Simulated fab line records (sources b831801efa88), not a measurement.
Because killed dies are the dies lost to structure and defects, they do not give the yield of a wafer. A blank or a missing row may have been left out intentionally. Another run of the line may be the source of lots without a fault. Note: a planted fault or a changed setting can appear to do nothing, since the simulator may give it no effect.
Struck lot and sound lot, side by side | flow gf180mcu | 16 steps out of a route of 602
Sound: wafers L535.1, L535.2, L535.4. Struck: wafers L547.2, L547.4. (L547.5 of the same lot was not struck and is left out.) The cause comes at the end.
At each step with rows: each side's tool, then ch and its chambers, then its first start. Under that, the readings that differ: sound wafers | struck wafers | difference of the means | sigmas: that difference in standard deviations of wafers without a fault.
alike: a reading whose means differ by less than 2 such deviations, as well as words and numbers matching on both sides. not compared: withheld readings; readings where some wafer has no value; bounds like >300 that might hide an equal value; numbers whose values overlap and for which the record gives no deviation.
The two part at a step that has a row with sigmas, a row that says differs or no value, or rows on one side only. Non-overlapping numbers with no deviation appear without sigmas and do not part them. Lack of a reading on every wafer of one side parts them only where that side has two or more wafers.

first, 6 steps without rows for these wafers: GF_TOP_METAL_HMDS_08 (prime time 60 s); GF_TOP_METAL_COAT_09 (resist thk 1500 nm); GF_TOP_METAL_SOFTBAKE_10 (time 60 s); GF_TOP_METAL_EXPOSE_11 (exposes mask MetalTop, target cd 440 nm); GF_TOP_METAL_PEB_12; GF_TOP_METAL_DEVELOP_13 (develop time 60 s).
GF_TOP_METAL_CD_MEAS_14: the cd target is 440 nm.
  sound: cd sem-02 at day 31 10:32; struck: cd sem-01 at day 34 03:25
  alike: cd nm
GF_TOP_METAL_OVL_MEAS_15:
  sound: overlay-01 at day 31 10:40; struck: overlay-02 at day 34 03:31
  alike: TOP_METAL_OVL
GF_TOP_METAL_METAL_ETCH_16: etches the open film in Cl2/BCl3, stops on SiO2, target depth 1197 nm, time 199.5 s.
  sound on rie metal-02 ch 0,1, day 31 10:41; struck on rie metal-04 ch 1, day 34 03:32
  alike: drypump motor current A, oes product au, throttle valve pct
  not compared: rf hours counter h
GF_TOP_METAL_STRIP_17: strips in O2/N2.
  sound on plasma asher-04 ch 0,1, day 31 10:53; struck on plasma asher-02 ch 1, day 34 03:44
  alike: drypump motor current A, heater power w, o2 flow sccm, oes product au, strip time to endpoint s
  not compared: rf hours counter h
then, 2 steps without rows for these wafers: GF_TOP_METAL_STRIP_18 (strips in post etch residue remover, time 1200 s); GF_TOP_METAL_CLEAN_19 (cleans in DIW).
GF_PASSIVATION_CVD_00: deposits SiO2 from TEOS, target thk 1000 nm, time 111.95 s.
  sound on pecvd-03 ch 0,1, day 31 11:25; struck on pecvd-03 ch 2, day 34 04:16
  reading                                      | sound             | struck      | difference | sigmas
  heater power w (W)                           | 751 617 660       | 535 433     | -192       | -2
  run length s (s)                             | 140.5 140.3 139.9 | 127.7 127.3 | -12.7      | -27
  model.SiO2_of_PASSIVATION_CVD_00.thk nm (nm) | 991.4 993.9 1011  | 865 878.9   | -127       |
GF_PASSIVATION_THK_MEAS_01:
  sound: film metro-02 at day 31 11:30; struck: film metro-02 at day 34 04:22
  reading                     | sound        | struck  | difference | sigmas
  PASSIVATION_CVD_00_THK (nm) | 992 994 1011 | 866 880 | -126       | -8
GF_PASSIVATION_CVD_02: deposits Si3N4, target thk 700 nm, time 486.18 s.
  sound on pecvd-04 ch 1,2, day 31 11:34; struck on pecvd-04 ch 0,1, day 34 04:25
  alike: heater power w, run length s
then, 1 step without rows for these wafers: GF_PASSIVATION_PROBE_99.

== WHERE THEY PART ==
At GF_PASSIVATION_CVD_00 first; at GF_PASSIVATION_THK_MEAS_01 last (within this record only). Later steps at which nothing parts them and some readings are alike: GF_PASSIVATION_CVD_02.

WHY: the cause the simulator had injected
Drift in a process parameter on pecvd-03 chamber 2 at GF_PASSIVATION_CVD_00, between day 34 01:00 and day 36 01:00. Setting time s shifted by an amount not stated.
